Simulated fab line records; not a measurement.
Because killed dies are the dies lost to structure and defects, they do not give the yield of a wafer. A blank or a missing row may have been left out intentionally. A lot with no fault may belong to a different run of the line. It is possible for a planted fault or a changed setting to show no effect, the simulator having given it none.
A single fault, viewed from 2 desks    flow gf180mcu    only its own numbers are on each desk; what lay behind them is given at the end

## FROM THE METROLOGY DESK
Lot by lot, what the gauges showed, no matter which tool ran the lot: averages of those sampled wafers that carry a number. If a lot's mean is further than 4 standard deviations from the usual mean, the lot is out of limits and carries the mark OUT (the distance appears in the brackets).
Columns: A = V4_W_RS at GF_V4_RS_MEAS_24, usual 0.324 ohm/sq; B = MIM_ALCU_RS at GF_MIM_RS_MEAS_10, usual 0.1611 ohm/sq
lot   first seen here  A      B
L350  day 24 09:59     0.320  0.1621
L352  day 24 18:11     0.326  0.1576
L353  day 25 10:59     0.326  0.1609
L354  day 25 19:28     0.327  0.1596
L355  day 26 04:34     0.315  0.1610
L362  day 28 09:11     0.333  0.1656
L364  day 28 21:26     0.315  0.1624
L370  day 30 23:07     0.322  0.1597
L371  day 31 03:10     0.318  0.1603
L372  day 31 06:02     0.329  0.1627
Finding of this desk: none of the 10 lots has anything out of limits.

## AT THE TOOL OWNER'S DESK: pvd sputter-01
The tool's own readings at GF_MIM_SPUTTER_07 (material TiN, target thk 60 nm, time 50 s): means of the sampled wafers that have a number, for each lot that ran on this tool. If a lot's mean is further than 4 standard deviations from the usual mean, the lot is out of limits and carries the mark OUT (the distance appears in the brackets).
Columns: A = throttle valve pct at GF_MIM_SPUTTER_07, usual 29.5 %
lot   first seen here  A
L350  day 24 10:47     28.3
L353  day 25 12:14     28.9
L362  day 28 09:58     29.1
L364  day 28 22:26     28.8
Finding of this desk: none of the 4 lots has anything out of limits.

## BROUGHT TOGETHER
Metrology desk: nothing out of limits seen.
The tool owner's desk saw nothing out of limits.

## WHAT WAS PUT IN BY THE SIMULATOR
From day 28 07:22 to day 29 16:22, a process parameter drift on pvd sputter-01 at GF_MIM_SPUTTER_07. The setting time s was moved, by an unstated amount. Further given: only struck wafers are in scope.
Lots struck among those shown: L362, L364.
